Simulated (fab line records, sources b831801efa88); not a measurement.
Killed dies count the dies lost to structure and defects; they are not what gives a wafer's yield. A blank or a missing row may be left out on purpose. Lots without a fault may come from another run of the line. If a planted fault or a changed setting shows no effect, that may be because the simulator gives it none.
The same fault as seen by 2 desks | flow gf180mcu | what lay behind the numbers comes last; until then each desk has only its own

== FROM THE METROLOGY DESK ==
What the gauges read, lot by lot, whatever tool the lot ran on: means of the sampled wafers that have a number. A lot is out of limits, marked OUT, if its mean lies more than 4 standard deviations from the usual mean; the brackets give that distance.
Columns: A = M3_ALCU_THK at GF_M3_THK_MEAS_06, usual 458 nm; B = V3_BOW at GF_V3_BOW_MEAS_05, usual 117 um; C = V3_OVL at GF_V3_OVL_MEAS_15, usual -3 nm
lot  | first seen here | A   | B   | C
L286 | day 20 06:56    | 450 | 104 | -3
L292 | day 22 15:40    | 466 | 113 | -6
L293 | day 23 04:19    | 459 | 125 | -5
L298 | day 24 21:49    | 457 | 120 | -11
L300 | day 25 12:26    | 459 | 108 | -4
L302 | day 25 22:43    | 453 | 119 | 1
L304 | day 26 18:22    | 458 | 122 | -4
L305 | day 26 23:20    | 464 | 117 | 3
L306 | day 27 08:21    | 458 | 102 | -6
L307 | day 27 08:52    | 459 | 111 | -4
L308 | day 27 15:52    | 457 | 121 | 3
L309 | day 28 01:13    | 455 | 117 | -4
This desk's verdict: no lot among the 12 shows anything out of limits.

== FOR THE TOOL OWNER'S DESK: cmp-02 ==
The tool's own readings at GF_V3_CMP_04 (polishes SiO2): means of the sampled wafers that have a number, for each lot that ran on this tool. A lot is out of limits, marked OUT, if its mean lies more than 4 standard deviations from the usual mean; the brackets give that distance.
Columns: A = motor current A at GF_V3_CMP_04, usual 12.1 A; B = time to endpoint s at GF_V3_CMP_04, usual 77 s
lot  | first seen here | A    | B
L286 | day 21 07:51    | 11.6 | 75
L292 | day 23 15:17    | 11.8 | 91
L293 | day 24 04:01    | 11.7 | 88
L302 | day 26 20:39    | 11.8 | 75
L304 | day 27 16:10    | 12.3 | 78
L306 | day 28 05:17    | 11.3 | 72
This desk's verdict: no lot among the 6 shows anything out of limits.

== PUT TOGETHER ==
At the metrology desk, nothing out of limits was observed.
The desk of the tool owner found nothing out of limits.

== WHAT THE SIMULATOR PUT IN ==
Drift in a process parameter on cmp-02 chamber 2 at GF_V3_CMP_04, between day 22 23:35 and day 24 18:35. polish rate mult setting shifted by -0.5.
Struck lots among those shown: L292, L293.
